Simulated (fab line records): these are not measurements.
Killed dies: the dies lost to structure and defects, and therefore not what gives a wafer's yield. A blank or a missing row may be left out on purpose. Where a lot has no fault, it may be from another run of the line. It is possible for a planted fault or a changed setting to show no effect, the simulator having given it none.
What tool caused it? | flow sky130 | 12 lots, 36 wafers sampled, at 1 step of a route of 708

== WHAT EACH GAUGE READ, for each wafer ==
SKY_SD_N_OVL_MEAS_08.
lot  | measured     | on         | SD_N_OVL (nm)
L075 | day 28 08:02 | overlay-01 | 0.2 2.9 2.1
L077 | day 28 19:22 | overlay-02 | 1.3 -0.4 0.5
L079 | day 29 07:25 | overlay-01 | -2.3 -4.9 -3.0
L081 | day 30 17:25 | overlay-02 | -1.0 1.1 -0.6
L083 | day 31 18:46 | overlay-01 | -0.2 -1.0 -0.8
L084 | day 32 02:17 | overlay-01 | -3.4 -2.2 -0.7
L088 | day 32 19:24 | overlay-01 | 0.7 -1.1 0.8
L090 | day 33 16:53 | overlay-02 | 0.5 1.7 0.5
L091 | day 34 01:43 | overlay-01 | 1.9 -1.0 -1.1
L093 | day 34 05:22 | overlay-01 | -2.6 -1.1 -2.8
L094 | day 34 18:20 | overlay-01 | -0.2 -0.5 0.7
L097 | day 35 05:28 | overlay-01 | -0.2 -1.7 -1.6

== EACH LOT AND THE TOOL THAT RAN IT (in order: tool; ch and the chambers of the sampled wafers; start) ==
Before these readings, the record contains no process step.

== THE ANSWER, worked out from the rows above alone ==
Rule: the usual values come from the lots themselves. Put in order of their means at a reading, lots are off if they are a third of the lots or fewer, leave a main group of 4 or more, and stand apart from it by a gap of 3 or more times the standard deviation of the main group's means; of several such gaps the widest counts. Not used: any main group whose means are identical at the precision the tables above print for the reading. Also off: a lot with no number at a reading for which 4 or more lots have one. Where the step has rows for the other lots, those lots are counted as sound.
No lot is off at any reading shown: from this, nothing can be told.

== WHAT THE SIMULATOR HAD INSERTED ==
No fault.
